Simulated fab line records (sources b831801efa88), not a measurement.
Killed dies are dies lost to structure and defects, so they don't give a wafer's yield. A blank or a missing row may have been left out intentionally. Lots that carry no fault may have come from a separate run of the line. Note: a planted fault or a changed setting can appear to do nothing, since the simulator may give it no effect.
Matching of chambers	flow sky130	SKY_CAPM_CVD_00 on pecvd-02 has 3 sister chambers
The step deposits SiO2, target thk 15.5 nm. 3 wafers are shown with their chamber, then 9 later ones without.

## EACH WAFER AND ITS CHAMBER
wafer	chamber	heater power w (W)
L086.4	0	622
L087.1	1	847
L087.6	2	740

## WAFERS WITH NO CHAMBER GIVEN
wafer	heater power w (W)
L090.2	672
L090.3	725
L090.5	667
L091.1	741
L091.3	853
L091.5	841
L093.1	852
L093.3	722
L093.5	842

## WHICH CHAMBER EACH WENT THROUGH
wafer	from the rows above	in truth
L090.2	can't be placed: 0 or 2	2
L090.3	2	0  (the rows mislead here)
L090.5	can't be placed: 0 or 2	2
L091.1	2	2
L091.3	1	1
L091.5	1	1
L093.1	1	1
L093.3	2	2
L093.5	1	1
Placed correctly: 6 of 9. From these rows, 2 cannot be placed; in 2 the true chamber is one of the candidates. Wrongly placed: 1.
How it was worked out, from the rows above alone: a wafer's distance from a chamber is the root of the sum, over the readings, of the square of ((its reading less the chamber's mean) divided by the reading's scatter). The wafer belongs to the nearest chamber; if the next one is less than 2 further off, it can't be placed. For every chamber, the mean is computed from those of its wafers that are shown. The scatter (one wafer shown for each chamber): square how far every hidden wafer sits from the nearest shown wafer, average those squares and take the square root.
